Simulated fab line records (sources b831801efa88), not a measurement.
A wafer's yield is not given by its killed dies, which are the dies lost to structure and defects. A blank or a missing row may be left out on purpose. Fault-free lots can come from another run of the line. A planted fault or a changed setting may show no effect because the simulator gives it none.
2 desks looking at one fault + flow sky130 + what lay behind the numbers comes last; until then each desk has only its own

TOOL OWNER'S DESK, cmp-02
The tool's own readings at SKY_FIELD_ISO_CMP_27 (polishes, stops on Si3N4, t overpolish 16 s, target thk 457.8 nm): means of the sampled wafers that have a number, for each lot that ran on this tool. A lot is out of limits, marked OUT, if its mean lies more than 4 standard deviations from the usual mean; the brackets give that distance.
Columns: A = head_pressure_psi at SKY_FIELD_ISO_CMP_27, usual 4.001 psi; B = motor_current_A at SKY_FIELD_ISO_CMP_27, usual 11.2 A; C = overpolish_run_s at SKY_FIELD_ISO_CMP_27, usual 16.000 s; D = time_to_endpoint_s at SKY_FIELD_ISO_CMP_27, usual 114 s
| lot  | first seen here | A     | B    | C      | D   |
|------|-----------------|-------|------|--------|-----|
| L208 | day 3 04:53     | 4.005 | 11.3 | 16.002 | 108 |
| L210 | day 3 20:17     | 4.003 | 11.5 | 16.002 | 110 |
| L215 | day 4 19:29     | 4.001 | 11.7 | 15.999 | 114 |
| L216 | day 5 03:08     | 4.012 | 12.1 | 15.997 | 112 |
Result from this desk: across the 4 lots, nothing is out of limits.

METROLOGY DESK
Lot by lot, what the gauges showed, no matter which tool ran the lot: averages of those sampled wafers that carry a number. A lot is out of limits, marked OUT, if its mean lies more than 4 standard deviations from the usual mean; the brackets give that distance.
Columns: A = METAL5_ALCU_RS at SKY_METAL5_RS_MEAS_05, usual 0.0270 ohm/sq
| lot  | first seen here | A      |
|------|-----------------|--------|
| L204 | day 42 21:29    | 0.0268 |
| L205 | day 42 21:50    | 0.0264 |
| L206 | day 43 01:06    | 0.0272 |
| L208 | day 43 21:08    | 0.0266 |
| L207 | day 43 21:25    | 0.0269 |
| L209 | day 44 07:14    | 0.0270 |
| L210 | day 44 21:23    | 0.0269 |
| L215 | day 46 00:10    | 0.0273 |
| L216 | day 46 00:32    | 0.0272 |
| L223 | day 47 22:38    | 0.0275 |
| L225 | day 47 23:53    | 0.0273 |
| L224 | day 48 05:04    | 0.0269 |
Result from this desk: across the 12 lots, nothing is out of limits.

PUT TOGETHER
The desk of the tool owner found nothing out of limits.
Metrology desk: nothing out of limits seen.

WHAT WAS PUT IN BY THE SIMULATOR
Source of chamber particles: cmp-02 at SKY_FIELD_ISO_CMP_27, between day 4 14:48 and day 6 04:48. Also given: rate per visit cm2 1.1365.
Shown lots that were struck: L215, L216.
